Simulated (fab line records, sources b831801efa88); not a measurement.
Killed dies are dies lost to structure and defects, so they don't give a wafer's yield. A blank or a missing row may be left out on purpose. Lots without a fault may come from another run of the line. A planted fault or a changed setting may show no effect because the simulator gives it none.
A struck lot beside a sound one | flow sky130 | 17 steps out of a route of 708
Sound: wafers L899.2, L899.4, L899.6. Struck: wafers L904.2, L904.4, L904.5. The cause comes at the end.
At each step with rows: each side's tool, then ch and its chambers, then its first start. Under that, the readings that differ: sound wafers | struck wafers | difference of the means | sigmas: that difference in standard deviations of wafers without a fault.
alike: readings whose means differ by less than 2 such deviations, and words and numbers that are the same on both sides. not compared: withheld readings, readings that some wafer has no value for, bounds like >300 that may hide the same value, and numbers for which the record gives no deviation and whose values overlap.
The two part at a step that has a row with sigmas, a row that says differs or no value, or rows on one side only. Numbers that don't overlap but have no deviation are shown without sigmas and don't part them. A reading that every wafer of one side lacks parts them only if that side has two wafers or more.

SKY_VT_ADJUST_HVTP_OVL_MEAS_08:
  sound on overlay-02, day 10 00:24; struck on overlay-02, day 11 00:06
  alike: VT_ADJUST_HVTP_OVL
then, 1 step without rows for these wafers: SKY_VT_ADJUST_HVTP_IMPLANT_09.
SKY_VT_ADJUST_HVTP_STRIP_10: strips in O2/N2.
  sound on plasma_asher-04 ch 0,1, day 10 00:35; struck on plasma_asher-02 ch 0,1, day 11 00:17
  alike: drypump_motor_current_A, oes_product_au, strip_time_to_endpoint_s
  not compared: rf_hours_counter_h
SKY_VT_ADJUST_HVTP_TW_MEAS_11:
  sound on film_metro-03, day 10 00:41; struck on film_metro-01, day 11 00:23
  alike: VT_ADJUST_HVTP_TW
then, 7 steps without rows for these wafers: SKY_VT_ADJUST_LVTN_DEHYDRATE_00 (time 60 s); SKY_VT_ADJUST_LVTN_HMDS_01 (prime time 60 s); SKY_VT_ADJUST_LVTN_COAT_02 (resist thk 3000 nm); SKY_VT_ADJUST_LVTN_SOFTBAKE_03; SKY_VT_ADJUST_LVTN_EXPOSE_04 (exposes mask NWM COMPLEMENT LESS NATIVE, target cd 840 nm); SKY_VT_ADJUST_LVTN_PEB_05; SKY_VT_ADJUST_LVTN_DEVELOP_06 (develop time 60 s).
SKY_VT_ADJUST_LVTN_OVL_MEAS_07:
  sound on overlay-01, day 10 22:50; struck on overlay-02, day 11 23:32
  alike: VT_ADJUST_LVTN_OVL
SKY_VT_ADJUST_LVTN_IMPLANT_08:
  sound on implanter-02 ch 0, day 10 22:53; struck on implanter-02 ch 0, day 11 23:35
  reading            | sound                          | struck                           | difference  | sigmas
  dose_ions_cm2      | 1.5704e+12 1.5709e+12 1.57e+12 | 2.5019e+12 2.4992e+12 2.4996e+12 | +9.2980e+11 | +99 or more
  faraday_current_uA | 8.99 8.78 8.76                 | 13.92 14.07 14.08                | +5.18       | +29
SKY_VT_ADJUST_LVTN_STRIP_09: strips in O2/N2.
  sound on plasma_asher-02 ch 0, day 10 23:01; struck on plasma_asher-04 ch 0,1, day 11 23:43
  reading                     | sound          | struck         | difference | sigmas
  drypump_motor_current_A (A) | 5.29 5.31 5.29 | 5.59 6.01 6.01 | +0.57      | +2
  alike: oes_product_au, strip_time_to_endpoint_s
  not compared: rf_hours_counter_h
SKY_VT_ADJUST_LVTN_TW_MEAS_10:
  sound on film_metro-03, day 10 23:07; struck on film_metro-03, day 11 23:49
  reading           | sound             | struck            | difference | sigmas
  VT_ADJUST_LVTN_TW | 239.3 239.9 241.0 | 273.8 272.8 273.8 | +33.4      | +24
then, 1 step without rows for these wafers: SKY_VT_ADJUST_LVTN_DEHYDRATE_11 (time 60 s).
-- the record jumps here: 38 days lie between the struck wafers' starts before and after (it left off in module VT_ADJUST_LVTN and takes up again in module PAD_OPEN, whose first step shown is number 708 of the route) --
SKY_PAD_OPEN_PROBE_99:
  sound on prober-02, day 49 19:08; struck on prober-02, day 50 10:03
  reading                                    | sound                | struck               | difference | sigmas
  model.etest.nfet_01v8_lvt.drive_ua_um      | 571.3 585.8 578.4    | 558.2 569.8 543.3    | -21.4      |
  model.etest.nfet_01v8_lvt.vt_sat_v (V)     | 0.5476 0.5338 0.5373 | 0.5595 0.5516 0.5622 | +0.0182    |
  model.etest.nfet_01v8_swapped.vt_sat_v (V) | 0.6571 0.6425 0.6499 | 0.6596 0.6599 0.6704 | +0.0135    |
  model.etest.nfet_01v8_lvt.vt_v (V)         | 0.6154 0.6059 0.6127 | 0.6221 0.6254 0.6286 | +0.0140    |
  model.etest.nfet_01v8_lvt.vt_long_v (V)    | 0.4429 0.4358 0.4418 | 0.4529 0.4582 0.4588 | +0.0165    |
  model.etest.nfet_01v8_swapped.vt_v (V)     | 0.7061 0.6933 0.7019 | 0.7097 0.71 0.7162   | +0.0115    |
  alike: killed_at_M0_to_M3, killed_at_M4_up, killed_at_contacts, killed_at_front_end, killed_at_other, killed_dies, killed_open, killed_short
  not compared: model.etest.nfet_01v8.vt_sat_v, model.etest.nfet_01v8_turned.vt_sat_v

WHERE THEY PART
First at SKY_VT_ADJUST_LVTN_IMPLANT_08; last, within this record, at SKY_VT_ADJUST_LVTN_TW_MEAS_10. Later steps at which nothing parts them and some readings are alike: SKY_PAD_OPEN_PROBE_99.

WHY: what the simulator had put in
Process parameter drift: implanter-02, from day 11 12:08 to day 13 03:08, at SKY_VT_ADJUST_LVTN_IMPLANT_08. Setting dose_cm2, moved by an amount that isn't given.
